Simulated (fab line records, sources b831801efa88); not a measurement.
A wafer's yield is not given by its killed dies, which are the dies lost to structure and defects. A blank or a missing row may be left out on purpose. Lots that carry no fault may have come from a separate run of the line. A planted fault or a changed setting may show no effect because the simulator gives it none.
Which of the tools did it? ; flow sky130 ; 7 lots, 21 wafers sampled, at 1 step of a route of 708

## WHAT THE GAUGES SHOWED, per wafer
SKY_METAL1_OVL_MEAS_16.
lot;measured;on;METAL1_OVL (nm)
L957;day 33 11:17;overlay-01;2 6 7
L961;day 34 14:09;overlay-01;13 8 3
L963;day 35 03:26;overlay-02;0 3 7
L965;day 35 23:23;overlay-01;5 3 2
L971;day 38 01:24;overlay-02;2 -3 13
L975;day 39 08:40;overlay-02;-4 0 -5
L978;day 39 16:40;overlay-02;-3 -6 6

## WHICH TOOL RAN EACH LOT (tool, then ch and the chambers of the sampled wafers, then the start)
The record shows no process step preceding these readings.

## THE ANSWER, worked out from the rows above alone
Rule: the lots themselves supply what counts as usual. Put in order of their means at a reading, lots are off if they are a third of the lots or fewer, leave a main group of 4 or more, and stand apart from it by a gap of 3 or more times the standard deviation of the main group's means; of several such gaps the widest counts. If all means in a main group match to the digits the tables above print for the reading, that group is not used. A lot without any number at a reading at which 4 lots or more have one is off too. The other lots that the step has rows for count as sound.
No lot is off on any of the readings shown, so nothing can be concluded from this.

## WHAT HAD BEEN PUT IN BY THE SIMULATOR
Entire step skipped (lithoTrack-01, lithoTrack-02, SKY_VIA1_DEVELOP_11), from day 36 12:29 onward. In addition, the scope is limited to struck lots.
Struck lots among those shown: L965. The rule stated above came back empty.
